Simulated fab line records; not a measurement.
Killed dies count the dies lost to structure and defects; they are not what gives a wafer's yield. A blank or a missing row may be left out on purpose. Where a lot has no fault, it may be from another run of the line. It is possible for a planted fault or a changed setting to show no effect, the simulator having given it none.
What tool caused it? || flow sky130 || 18 wafers from 6 lots sampled at 3 of the route's 708 steps

WHAT THE GAUGES SHOWED, per wafer
SKY_METAL3_CD_MEAS_13: target cd 300 nm.
{"lot": "L398", "measured": "day 38 20:58", "on": "cdSem-01", "cdNm (nm)": "301.1 301.1 300.8"}
{"lot": "L405", "measured": "day 40 23:28", "on": "cdSem-01", "cdNm (nm)": "289.0 271.1 298.4 289.3 271.3 298.8"}
{"lot": "L414", "measured": "day 43 14:43", "on": "cdSem-01", "cdNm (nm)": "301.2 301.6 301.3"}
{"lot": "L416", "measured": "day 44 04:29", "on": "cdSem-01", "cdNm (nm)": "300.8 301.5 300.9"}
{"lot": "L418", "measured": "day 44 16:42", "on": "cdSem-01", "cdNm (nm)": "300.4 302.0 301.9"}
{"lot": "L420", "measured": "day 44 20:55", "on": "cdSem-02", "cdNm (nm)": "300.7 300.6 300.4"}

TOOL THAT RAN EACH LOT (tool first, then ch and the chambers of the sampled wafers, then the start)
{"lot": "L398", "SKY_VIA2_CMP_24": "cmp-01 ch 0,1,3, day 36 16:40", "SKY_METAL3_EXPOSE_10": "krfScanner-01 ch 0, day 38 08:26"}
{"lot": "L405", "SKY_VIA2_CMP_24": "cmp-02 ch 1,2, day 38 20:24", "SKY_METAL3_EXPOSE_10": "krfScanner-01 ch 0, day 40 11:05"}
{"lot": "L414", "SKY_VIA2_CMP_24": "cmp-01 ch 2,3, day 41 15:01", "SKY_METAL3_EXPOSE_10": "krfScanner-01 ch 0, day 43 03:40"}
{"lot": "L416", "SKY_VIA2_CMP_24": "cmp-01 ch 0,1, day 42 04:25", "SKY_METAL3_EXPOSE_10": "krfScanner-01 ch 0, day 43 17:35"}
{"lot": "L418", "SKY_VIA2_CMP_24": "cmp-02 ch 0,1, day 42 17:43", "SKY_METAL3_EXPOSE_10": "krfScanner-02 ch 0, day 44 05:37"}
{"lot": "L420", "SKY_VIA2_CMP_24": "cmp-02 ch 0,2,3, day 42 23:13", "SKY_METAL3_EXPOSE_10": "krfScanner-01 ch 0, day 44 10:12"}
- SKY_VIA2_CMP_24: polishes, stops on SiO2, t overpolish 20 s, target thk 0 nm.
- SKY_METAL3_EXPOSE_10: exposes mask MM3, target cd 300 nm.

THE ANSWER, worked out from the rows above alone
Rule: the usual values come from the lots themselves. The widest of any qualifying gaps counts: lots, ordered by their means at a reading, are off when they make up no more than a third of the lots, leave a main group of 4 or more, and stand apart from it by 3 or more times the standard deviation of that group's means. If all means in a main group match to the digits the tables above print for the reading, that group is not used. Also off: a lot with no number at a reading for which 4 or more lots have one. All remaining lots with rows at the step are treated as sound.
Off, at SKY_METAL3_CD_MEAS_13 on cdNm: L405. Main group: mean 301.1 nm, sd 0.31.
A tool fits if, at a process step before that reading, it ran every lot that is off, and no sound lot after the first of them. Gauges at SKY_METAL3_CD_MEAS_13: tried the same way as those tools. Of those tried, none fits.

WHAT THE SIMULATOR PUT IN
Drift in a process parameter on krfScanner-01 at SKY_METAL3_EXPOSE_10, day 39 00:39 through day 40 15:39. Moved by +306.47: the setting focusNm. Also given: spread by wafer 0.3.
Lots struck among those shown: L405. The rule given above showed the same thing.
